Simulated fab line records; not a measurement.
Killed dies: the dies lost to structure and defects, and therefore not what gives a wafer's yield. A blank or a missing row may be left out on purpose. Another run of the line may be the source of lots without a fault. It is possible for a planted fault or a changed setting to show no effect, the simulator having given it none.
The tool behind it: which one? :: flow sky130 :: 36 wafers from 12 lots sampled at 2 of the route's 708 steps

== WHAT EACH GAUGE READ, for each wafer ==
SKY_LOCAL_INTERCONNECT_OVL_MEAS_12. Usual: LOCAL_INTERCONNECT_OVL -2 nm, standard deviation 5.6.
lot: L167
measured: day 33 15:31
on: overlay-01
LOCAL_INTERCONNECT_OVL (nm): 2 2 9
flag: 

lot: L169
measured: day 33 21:38
on: overlay-02
LOCAL_INTERCONNECT_OVL (nm): -12 2 4
flag: 

lot: L172
measured: day 34 21:34
on: overlay-01
LOCAL_INTERCONNECT_OVL (nm): -10 -16 -11
flag: 

lot: L175
measured: day 36 03:29
on: overlay-01
LOCAL_INTERCONNECT_OVL (nm): 0 4 3
flag: 

lot: L176
measured: day 36 14:05
on: overlay-01
LOCAL_INTERCONNECT_OVL (nm): 0 -4 1
flag: 

lot: L179
measured: day 37 02:40
on: overlay-02
LOCAL_INTERCONNECT_OVL (nm): -8 1 -2
flag: 

lot: L180
measured: day 37 06:18
on: overlay-02
LOCAL_INTERCONNECT_OVL (nm): -6 5 -4
flag: 

lot: L181
measured: day 37 11:42
on: overlay-01
LOCAL_INTERCONNECT_OVL (nm): 2 -3 -7
flag: 

lot: L182
measured: day 37 18:42
on: overlay-02
LOCAL_INTERCONNECT_OVL (nm): 2 -8 6
flag: 

lot: L184
measured: day 38 11:55
on: overlay-02
LOCAL_INTERCONNECT_OVL (nm): -2 2 -1
flag: 

lot: L185
measured: day 38 15:59
on: overlay-01
LOCAL_INTERCONNECT_OVL (nm): -9 -4 -6
flag: 

lot: L186
measured: day 38 22:13
on: overlay-02
LOCAL_INTERCONNECT_OVL (nm): -1 -6 -5
flag: 

== TOOL THAT RAN EACH LOT (tool first, then ch and the chambers of the sampled wafers, then the start) ==
lot: L167
SKY_LOCAL_INTERCONNECT_SPUTTER_00: pvd_sputter-03, day 32 11:56

lot: L169
SKY_LOCAL_INTERCONNECT_SPUTTER_00: pvd_sputter-04, day 32 18:24

lot: L172
SKY_LOCAL_INTERCONNECT_SPUTTER_00: pvd_sputter-03, day 33 19:01

lot: L175
SKY_LOCAL_INTERCONNECT_SPUTTER_00: pvd_sputter-04, day 34 23:56

lot: L176
SKY_LOCAL_INTERCONNECT_SPUTTER_00: pvd_sputter-03, day 35 11:01

lot: L179
SKY_LOCAL_INTERCONNECT_SPUTTER_00: pvd_sputter-01, day 35 23:31

lot: L180
SKY_LOCAL_INTERCONNECT_SPUTTER_00: pvd_sputter-04, day 36 03:17

lot: L181
SKY_LOCAL_INTERCONNECT_SPUTTER_00: pvd_sputter-01, day 36 07:53

lot: L182
SKY_LOCAL_INTERCONNECT_SPUTTER_00: pvd_sputter-01, day 36 15:33

lot: L184
SKY_LOCAL_INTERCONNECT_SPUTTER_00: pvd_sputter-03, day 37 08:32

lot: L185
SKY_LOCAL_INTERCONNECT_SPUTTER_00: pvd_sputter-01, day 37 13:13

lot: L186
SKY_LOCAL_INTERCONNECT_SPUTTER_00: pvd_sputter-01, day 37 19:01
- SKY_LOCAL_INTERCONNECT_SPUTTER_00: material TiN, target thk 100 nm, time 83.3 s.

== WHAT THE TOOLS THEMSELVES READ (means of the sampled wafers that have a number; where no wafer has one, the mark that the record gives instead) ==
SKY_LOCAL_INTERCONNECT_SPUTTER_00. Usual: cathode_dc_power_W 6500.1 W, standard deviation 1.2; chamber_pressure_pa 0.4000 Pa, standard deviation 0.00072; throttle_valve_pct 30.2 %, standard deviation 1.1.
lot: L167
tool: pvd_sputter-03
cathode_dc_power_W (W): 6500.4
chamber_pressure_pa (Pa): 0.3999
throttle_valve_pct (%): 29.9
flag: 

lot: L169
tool: pvd_sputter-04
cathode_dc_power_W (W): 6500.1
chamber_pressure_pa (Pa): 0.4001
throttle_valve_pct (%): 30.7
flag: 

lot: L172
tool: pvd_sputter-03
cathode_dc_power_W (W): 6499.6
chamber_pressure_pa (Pa): 0.3998
throttle_valve_pct (%): 30.1
flag: 

lot: L175
tool: pvd_sputter-04
cathode_dc_power_W (W): 6499.4
chamber_pressure_pa (Pa): 0.3999
throttle_valve_pct (%): 30.7
flag: 

lot: L176
tool: pvd_sputter-03
cathode_dc_power_W (W): 6498.7
chamber_pressure_pa (Pa): 0.3996
throttle_valve_pct (%): 29.5
flag: 

lot: L179
tool: pvd_sputter-01
cathode_dc_power_W (W): 6499.7
chamber_pressure_pa (Pa): 0.3998
throttle_valve_pct (%): 28.4
flag: 

lot: L180
tool: pvd_sputter-04
cathode_dc_power_W (W): 6500.9
chamber_pressure_pa (Pa): 0.3997
throttle_valve_pct (%): 30.7
flag: 

lot: L181
tool: pvd_sputter-01
cathode_dc_power_W (W): 6500.4
chamber_pressure_pa (Pa): 0.4006
throttle_valve_pct (%): 29.2
flag: 

lot: L182
tool: pvd_sputter-01
cathode_dc_power_W (W): 6500.2
chamber_pressure_pa (Pa): 0.4002
throttle_valve_pct (%): 29.3
flag: 

lot: L184
tool: pvd_sputter-03
cathode_dc_power_W (W): 6499.8
chamber_pressure_pa (Pa): 0.4002
throttle_valve_pct (%): 30.5
flag: 

lot: L185
tool: pvd_sputter-01
cathode_dc_power_W (W): 6500.3
chamber_pressure_pa (Pa): 0.3994
throttle_valve_pct (%): 30.6
flag: 

lot: L186
tool: pvd_sputter-01
cathode_dc_power_W (W): 6500.3
chamber_pressure_pa (Pa): 0.3997
throttle_valve_pct (%): 29.5
flag: 

== THE ANSWER, worked out from the rows above alone ==
Rule: lot off if the mean of its wafers having a number is beyond 3 standard deviations from the usual mean. Also off: a lot with no number at a reading for which 4 or more lots have one. Any other lot the step has rows for is counted as sound. After the gauges, taken in route order, come the tools' own readings; for these a lot's mean is taken, as printed above. At the first step where some lot is off, the reading lying furthest off is the one used; lots without a number count as furthest.
Nothing can be told from this: no lot is off at any reading shown.

== WHAT THE SIMULATOR HAD INSERTED ==
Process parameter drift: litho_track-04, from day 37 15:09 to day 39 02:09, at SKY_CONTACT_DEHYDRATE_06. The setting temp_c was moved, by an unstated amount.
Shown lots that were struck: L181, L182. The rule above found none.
